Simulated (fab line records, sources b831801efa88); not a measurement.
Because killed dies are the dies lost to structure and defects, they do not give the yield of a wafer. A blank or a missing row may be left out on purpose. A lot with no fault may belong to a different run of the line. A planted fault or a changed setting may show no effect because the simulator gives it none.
fab line records	flow sky130
record lots=13	wafers=39	last-day=49
route steps=708 shown VT_ADJUST_HVTP@92 RES_PROTECT@214 LDD_HVP@282 SD_P@359
lots that met no fault: from a run of the same line without faults
start-h: start of the lot's first displayed wafer, in hours after the record's first day	wait-h: how many hours have passed since the lot's step before this one	" same as the row above	L1.1+2: a single row standing in for several wafers	- either no value or no given start	* or withheld: withheld	< > ~ a bound
route shown NAME@n: names a module that has steps shown in the file, with the first one's number in the route	usual: mean and standard deviation over wafers with no fault	same: alike in all rows	chamber/n: place in a boat	sites: the reading at each site	_std_site: the values' standard deviation	_edge_site: the outer-site mean with the inner-site mean subtracted	radius-mm: how far each site lies from the wafer's centre	mask NAME#n: copy n	behind: the last tool/chamber to shape the wafer	hold: what put the lot on hold/how long, in hours/how the hold closed	device: the transistor (n, p or np) that didn't switch	end of line: at the end of the route, the tests of the same wafers	a step without rows: its recipe alone	killed: dies lost to structure and defects at the first sort, not the wafer's yield	map: per-die view of a wafer (x killed, . not killed, _ where there is no die)
set.NAME: the setting that was run; set.NAME@STEP: the one run at that earlier step	model.NAME: the simulator's own value behind a step, which no gauge read
route steps across a sampled set of lots; one table per step, one row per wafer
services: the hour from which a tool's chamber was out of use, counted from the record's first day as start-h (under 0 if before that day), plus the number of hours and why
## steps
# step SKY_VT_ADJUST_HVTP_CD_MEAS_07
# recipe target-cd-nm=380
# usual cd-nm=380.3/2.4
lot.wafer	tool	chamber	start-h	wait-h	cd-nm
L708.1	cd-sem-02	-	119.84	0.1	379.5
L708.2	"	-	"	"	381.3
L708.4	"	-	"	"	381.8
L709.2	cd-sem-02	-	125.73	0.1	384.3
L709.4	"	-	"	"	385.6
L709.5	"	-	"	"	382.2
L711.2	cd-sem-01	-	138.21	0.1	381.3
L711.4	"	-	"	"	378.8
L711.5	"	-	"	"	377.6
L712.2	cd-sem-01	-	146.38	0.1	381.1
L712.3	"	-	"	"	381.6
L712.6	"	-	"	"	382.2
L713.1	cd-sem-02	-	151.54	0.1	374.4
L713.5	"	-	"	"	377.3
L713.6	"	-	"	"	375.5
L714.2	cd-sem-02	-	159.96	0.1	380.0
L714.4	"	-	"	"	380.8
L714.6	"	-	"	"	382.7
L715.2	cd-sem-02	-	167.78	0.1	378.4
L715.4	"	-	"	"	379.4
L715.5	"	-	"	"	376.3
L716.2	cd-sem-02	-	183.21	0.1	378.9
L716.4	"	-	"	"	378.7
L716.5	"	-	"	"	379.4
L719.1	cd-sem-02	-	193.01	0.1	379.4
L719.3	"	-	"	"	379.9
L719.4	"	-	"	"	381.6
L720.2	cd-sem-02	-	202.81	0.1	382.0
L720.3	"	-	"	"	379.9
L720.4	"	-	"	"	381.2
L721.2	cd-sem-02	-	211.81	0.1	378.7
L721.5	"	-	"	"	383.2
L721.6	"	-	"	"	380.8
L725.2	cd-sem-01	-	224.67	0.1	383.7
L725.3	"	-	"	"	383.3
L725.5	"	-	"	"	379.7
L728.1	cd-sem-02	-	246.39	0.1	380.6
L728.3	"	-	"	"	382.4
L728.4	"	-	"	"	380.5
# step SKY_RES_PROTECT_STRIP_07
# recipe chemistry=O2/N2	power-w=1400	pressure-mtorr=1500	platen-temp-c=withheld	o2-flow-sccm=3000	n2-flow-sccm=300	overash-fraction=0.5
# usual drypump-motor-current-A=5.4/0.45	oes-product-au=0.517/0.0049	strip-time-to-endpoint-s=23.18/0.047
lot.wafer	tool	chamber	start-h	wait-h	drypump-motor-current-A	oes-product-au	rf-hours-counter-h	strip-time-to-endpoint-s
L708.1	plasma-asher-02	0	331.79	0.1	5.0	0.519	66	23.13
L708.2	"	1	"	"	5.0	0.521	66	23.20
L708.4	"	0	"	"	5.0	0.517	-	23.15
L709.2	plasma-asher-03	1	344.74	0.1	6.0	0.504	66	23.14
L709.4	"	1	"	"	6.0	0.525	-	23.19
L709.5	"	1	"	"	6.0	0.524	-	23.16
L711.2	plasma-asher-03	0	357.15	0.1	5.8	0.514	68	23.07
L711.4	"	1	"	"	6.0	0.514	-	23.10
L711.5	"	1	"	"	6.0	0.518	-	23.11
L712.2	plasma-asher-04	1	366.19	0.1	5.8	0.511	55	23.23
L712.3	"	1	"	"	5.9	0.517	-	23.19
L712.6	"	1	"	"	5.9	0.518	-	23.21
L713.1	plasma-asher-02	1	381.59	0.1	5.0	0.518	72	23.17
L713.5	"	1	"	"	4.9	0.521	-	23.19
L713.6	"	0	"	"	5.0	0.522	-	23.20
L714.2	plasma-asher-04	0	387.19	0.1	5.0	0.513	57	23.11
L714.4	"	0	"	"	4.9	0.517	-	23.11
L714.6	"	1	"	"	5.9	0.517	-	23.07
L715.2	plasma-asher-02	1	401.15	0.1	4.9	0.520	74	23.16
L715.4	"	0	"	"	5.0	0.514	-	23.12
L715.5	"	0	"	"	5.0	0.528	-	23.14
L716.2	plasma-asher-02	1	427.15	0.1	5.0	0.525	77	23.16
L716.4	"	1	"	"	5.0	0.520	-	23.14
L716.5	"	0	"	"	5.0	0.524	-	23.14
L719.1	plasma-asher-02	1	440.81	0.1	4.9	0.516	78	23.17
L719.3	"	1	"	"	4.9	0.513	-	23.21
L719.4	"	0	"	"	5.0	0.517	-	23.16
L720.2	plasma-asher-04	1	450.31	0.1	5.9	0.513	63	23.24
L720.3	"	0	"	"	5.0	0.515	-	23.14
L720.4	"	1	"	"	5.9	0.512	-	23.13
L721.2	plasma-asher-03	1	460.64	0.1	6.0	0.522	3	23.22
L721.5	"	0	"	"	5.8	0.522	-	23.19
L721.6	"	1	"	"	6.0	0.524	-	23.19
L725.2	plasma-asher-03	0	488.80	0.1	5.8	0.522	6	23.16
L725.3	"	0	"	"	5.7	0.513	-	23.17
L725.5	"	0	"	"	5.8	0.516	-	23.18
L728.1	plasma-asher-03	1	507.54	0.1	6.0	0.520	8	23.17
L728.3	"	1	"	"	6.0	0.509	-	23.15
L728.4	"	0	"	"	5.8	0.526	-	23.14
# step SKY_LDD_HVP_EXPOSE_04
# recipe mask-id=HVPTM	na=0.6	source-shape=conventional	sigma-outer=0.6	polarization=unpolarized	target-cd-nm=700	dose-mj=86
lot.wafer	tool	chamber	start-h	wait-h	mask
L708.1+2+4	iline-stepper-01	0	477.20	-	HVPTM#0
L709.2+4+5	iline-stepper-01	0	488.02	-	HVPTM#0
L711.2+4+5	iline-stepper-01	0	500.71	-	HVPTM#0
L712.2+3+6	iline-stepper-02	0	506.26	-	HVPTM#0
L713.1+5+6	iline-stepper-02	0	535.30	-	HVPTM#0
L714.2+4+6	iline-stepper-01	0	535.57	-	HVPTM#0
L715.2+4+5	iline-stepper-01	0	547.80	-	HVPTM#0
L716.2+4+5	iline-stepper-02	0	566.23	-	HVPTM#0
L719.1+3+4	iline-stepper-01	0	580.47	-	HVPTM#0
L720.2+3+4	iline-stepper-02	0	591.27	-	HVPTM#0
L721.2+5+6	iline-stepper-02	0	604.27	-	HVPTM#0
L725.2+3+5	iline-stepper-02	0	629.13	-	HVNTM#0
L728.1+3+4	iline-stepper-01	0	645.45	-	HVPTM#0
# step SKY_LDD_HVP_OVL_MEAS_07
# usual LDD_HVP_OVL=-1.0/1.3
lot.wafer	tool	chamber	start-h	wait-h	LDD_HVP_OVL[nm]
L708.1	overlay-02	-	492.45	0.1	-1.2
L708.2	"	-	"	"	-0.1
L708.4	"	-	"	"	0.7
L709.2	overlay-01	-	502.79	0.1	-2.7
L709.4	"	-	"	"	-3.7
L709.5	"	-	"	"	-1.1
L711.2	overlay-01	-	515.49	0.1	-1.1
L711.4	"	-	"	"	0.8
L711.5	"	-	"	"	1.0
L712.2	overlay-01	-	520.86	0.1	-1.4
L712.3	"	-	"	"	-1.1
L712.6	"	-	"	"	-1.1
L713.1	overlay-02	-	549.68	0.1	-1.4
L713.5	"	-	"	"	-0.9
L713.6	"	-	"	"	-2.4
L714.2	overlay-01	-	549.71	0.1	-1.4
L714.4	"	-	"	"	-2.5
L714.6	"	-	"	"	0.8
L715.2	overlay-02	-	562.14	0.1	-3.3
L715.4	"	-	"	"	-2.6
L715.5	"	-	"	"	-2.2
L716.2	overlay-02	-	580.79	0.1	-0.6
L716.4	"	-	"	"	-2.0
L716.5	"	-	"	"	-1.3
L719.1	overlay-02	-	594.63	0.1	-0.5
L719.3	"	-	"	"	-2.2
L719.4	"	-	"	"	-1.1
L720.2	overlay-01	-	605.64	0.1	0.4
L720.3	"	-	"	"	1.4
L720.4	"	-	"	"	0.4
L721.2	overlay-02	-	618.49	0.1	-0.7
L721.5	"	-	"	"	-1.8
L721.6	"	-	"	"	-2.2
L725.2	overlay-02	-	643.54	0.1	-
L725.3	"	-	"	"	-
L725.5	"	-	"	"	-
L728.1	overlay-01	-	659.68	0.1	-0.7
L728.3	"	-	"	"	0.0
L728.4	"	-	"	"	-1.1
# step SKY_LDD_HVP_TW_MEAS_10
# usual LDD_HVP_TW=451/5.4
lot.wafer	tool	chamber	start-h	wait-h	LDD_HVP_TW
L708.1	film-metro-04	-	492.74	0.1	445
L708.2	"	-	"	"	445
L708.4	"	-	"	"	444
L709.2	film-metro-02	-	503.08	0.1	456
L709.4	"	-	"	"	454
L709.5	"	-	"	"	456
L711.2	film-metro-04	-	515.78	0.1	448
L711.4	"	-	"	"	445
L711.5	"	-	"	"	447
L712.2	film-metro-02	-	521.15	0.1	451
L712.3	"	-	"	"	453
L712.6	"	-	"	"	456
L713.1	film-metro-01	-	549.97	0.1	460
L713.5	"	-	"	"	458
L713.6	"	-	"	"	456
L714.2	film-metro-02	-	550.00	0.1	454
L714.4	"	-	"	"	454
L714.6	"	-	"	"	452
L715.2	film-metro-04	-	562.43	0.1	443
L715.4	"	-	"	"	442
L715.5	"	-	"	"	446
L716.2	film-metro-01	-	581.08	0.1	460
L716.4	"	-	"	"	459
L716.5	"	-	"	"	459
L719.1	film-metro-02	-	594.92	0.1	454
L719.3	"	-	"	"	455
L719.4	"	-	"	"	453
L720.2	film-metro-01	-	605.93	0.1	458
L720.3	"	-	"	"	459
L720.4	"	-	"	"	458
L721.2	film-metro-04	-	618.78	0.1	450
L721.5	"	-	"	"	446
L721.6	"	-	"	"	448
L725.2	film-metro-04	-	643.83	0.1	29
L725.3	"	-	"	"	29
L725.5	"	-	"	"	29
L728.1	film-metro-04	-	659.97	0.1	450
L728.3	"	-	"	"	445
L728.4	"	-	"	"	446
# step SKY_SD_N_RS_MEAS_17
# recipe thk-meas-gauge=four-point-probe
# usual SD_P_RS=147.1/0.35
lot.wafer	tool	chamber	start-h	wait-h	SD_P_RS[ohm/sq]
L708.1	film-metro-03	-	646.39	0.1	146.8
L708.2	"	-	"	"	146.7
L708.4	"	-	"	"	147.0
L709.2	film-metro-01	-	652.09	0.1	147.5
L709.4	"	-	"	"	147.1
L709.5	"	-	"	"	147.0
L711.2	film-metro-01	-	665.51	0.1	146.8
L711.4	"	-	"	"	146.8
L711.5	"	-	"	"	146.7
L712.2	film-metro-03	-	672.01	0.1	146.8
L712.3	"	-	"	"	147.0
L712.6	"	-	"	"	147.0
L713.1	film-metro-03	-	697.19	0.1	146.5
L713.5	"	-	"	"	147.2
L713.6	"	-	"	"	147.1
L714.2	film-metro-01	-	697.99	0.1	147.3
L714.4	"	-	"	"	146.9
L714.6	"	-	"	"	147.3
L715.2	film-metro-03	-	708.82	0.1	146.2
L715.4	"	-	"	"	146.6
L715.5	"	-	"	"	147.0
L716.2	film-metro-03	-	728.31	0.1	146.8
L716.4	"	-	"	"	146.8
L716.5	"	-	"	"	147.6
L719.1	film-metro-01	-	738.42	0.1	147.3
L719.3	"	-	"	"	147.5
L719.4	"	-	"	"	147.4
L720.2	film-metro-04	-	747.19	0.1	147.3
L720.3	"	-	"	"	147.3
L720.4	"	-	"	"	146.8
L721.2	film-metro-01	-	761.80	0.1	146.9
L721.5	"	-	"	"	146.9
L721.6	"	-	"	"	146.6
L725.2	film-metro-03	-	786.14	0.1	147.0
L725.3	"	-	"	"	147.0
L725.5	"	-	"	"	146.4
L728.1	film-metro-03	-	800.69	0.1	147.3
L728.3	"	-	"	"	147.3
L728.4	"	-	"	"	147.4
## services
tool	chamber	start-h	hours	kind
iline-stepper-02	-	350.81	2.1	pm
iline-stepper-01	-	352.90	1.7	pm
iline-stepper-02	-	352.90	-	consumable-replace:lamp
iline-stepper-01	-	376.54	4.4	repair
plasma-asher-03	-	382.99	1.5	repair
plasma-asher-02	-	386.27	1.2	repair
plasma-asher-03	-	421.25	9.0	pm
plasma-asher-03	0	421.25	9.0	vent-cycle
plasma-asher-03	1	421.25	9.0	vent-cycle
plasma-asher-03	0	430.25	-	clean
plasma-asher-03	1	430.25	-	clean
plasma-asher-02	-	450.08	9.2	repair
iline-stepper-02	-	487.52	1.7	pm
iline-stepper-02	-	494.52	0.6	repair
iline-stepper-01	-	548.74	2.1	pm
iline-stepper-01	-	550.82	-	consumable-replace:lamp
iline-stepper-01	-	569.69	1.7	pm
plasma-asher-02	-	610.52	5.1	repair
plasma-asher-03	-	638.66	2.8	pm
plasma-asher-02	-	639.31	1.4	repair
## key
first-sign step=SKY_LDD_HVP_EXPOSE_04	reading=mask	direction=changed
effect step=SKY_LDD_HVP_OVL_MEAS_07	reading=LDD_HVP_OVL	direction=missing
effect step=SKY_LDD_HVP_TW_MEAS_10	reading=LDD_HVP_TW	direction=down	sigmas=78	usual=451	struck=29
met-at SKY_LDD_HVP_EXPOSE_04
struck-lots L725
sort-left-out L725.2,L725.3,L725.5
tester-left-out L725
not-acting-at SKY_VT_ADJUST_HVTP_CD_MEAS_07,SKY_RES_PROTECT_STRIP_07,SKY_SD_N_RS_MEAS_17
onset-between 604.27 629.13
fault kind=wrong-mask	tool=any	chamber=-	onset-h=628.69	steps=SKY_LDD_HVP_EXPOSE_04	aux-copy=HVNTM#0	scope=struck-lots-only
# tester-left-out: of these lots the tester's yield and bins aren't shown, on N5 and GAA mostly nor the transistor test; their killed dies are dies lost to structure and defects alone, not to doping, threshold or leakage, so they don't give the yield
# sort-left-out: the simulated sort isn't trusted on such a fault, so these wafers' sort isn't shown, and their yield isn't known
